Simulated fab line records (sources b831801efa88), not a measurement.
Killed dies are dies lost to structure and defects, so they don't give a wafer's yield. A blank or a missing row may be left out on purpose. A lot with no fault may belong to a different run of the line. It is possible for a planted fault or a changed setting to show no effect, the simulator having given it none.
One fault through the eyes of 2 desks || flow gf180mcu || every desk sees just its own numbers, and what lay behind them comes last

## FROM THE METROLOGY DESK
What the gauges read, lot by lot, whatever tool the lot ran on: means of the sampled wafers that have a number. If a lot's mean is further than 4 standard deviations from the usual mean, the lot is out of limits and carries the mark OUT (the distance appears in the brackets).
Columns: A = M3_ALCU_THK at GF_M3_THK_MEAS_06, usual 440 nm
{"lot": "L686", "first seen here": "day 19 20:29", "A": 433}
{"lot": "L687", "first seen here": "day 20 08:44", "A": 437}
{"lot": "L691", "first seen here": "day 22 05:02", "A": 444}
{"lot": "L690", "first seen here": "day 22 05:15", "A": 445}
{"lot": "L692", "first seen here": "day 22 13:20", "A": 440}
{"lot": "L693", "first seen here": "day 23 02:34", "A": 434}
{"lot": "L696", "first seen here": "day 24 09:11", "A": 445}
{"lot": "L706", "first seen here": "day 27 06:16", "A": 434}
{"lot": "L707", "first seen here": "day 27 10:53", "A": 439}
{"lot": "L708", "first seen here": "day 27 17:35", "A": 441}
{"lot": "L709", "first seen here": "day 28 02:08", "A": 440}
This desk's verdict: no lot among the 11 shows anything out of limits.

## THE TOOL OWNER'S DESK: hdpcvd-01
The tool's own readings at GF_CONTACT_CVD_00 (deposits SiO2, target thk 300 nm, time 50 s): means of the sampled wafers that have a number, for each lot that ran on this tool. If a lot's mean is further than 4 standard deviations from the usual mean, the lot is out of limits and carries the mark OUT (the distance appears in the brackets).
Columns: A = pressure mtorr at GF_CONTACT_CVD_00, usual 6.000 mTorr; B = run length s at GF_CONTACT_CVD_00, usual 77.9 s
{"lot": "L686", "first seen here": "day 14 20:41", "A": 6.003, "B": 78.1}
{"lot": "L687", "first seen here": "day 15 07:07", "A": 6.003, "B": 77.8}
{"lot": "L690", "first seen here": "day 17 01:28", "A": 5.997, "B": 78.0}
{"lot": "L693", "first seen here": "day 17 21:30", "A": 6.002, "B": 77.8}
{"lot": "L706", "first seen here": "day 22 11:49", "A": 6.008, "B": 78.1}
{"lot": "L707", "first seen here": "day 22 15:33", "A": 6.001, "B": 78.1}
{"lot": "L708", "first seen here": "day 22 23:26", "A": 5.993, "B": 78.5}
This desk's verdict: no lot among the 7 shows anything out of limits.

## TAKEN TOGETHER
From the metrology desk's view, nothing was out of limits.
The desk of the tool owner found nothing out of limits.

## WHAT HAD BEEN PUT IN BY THE SIMULATOR
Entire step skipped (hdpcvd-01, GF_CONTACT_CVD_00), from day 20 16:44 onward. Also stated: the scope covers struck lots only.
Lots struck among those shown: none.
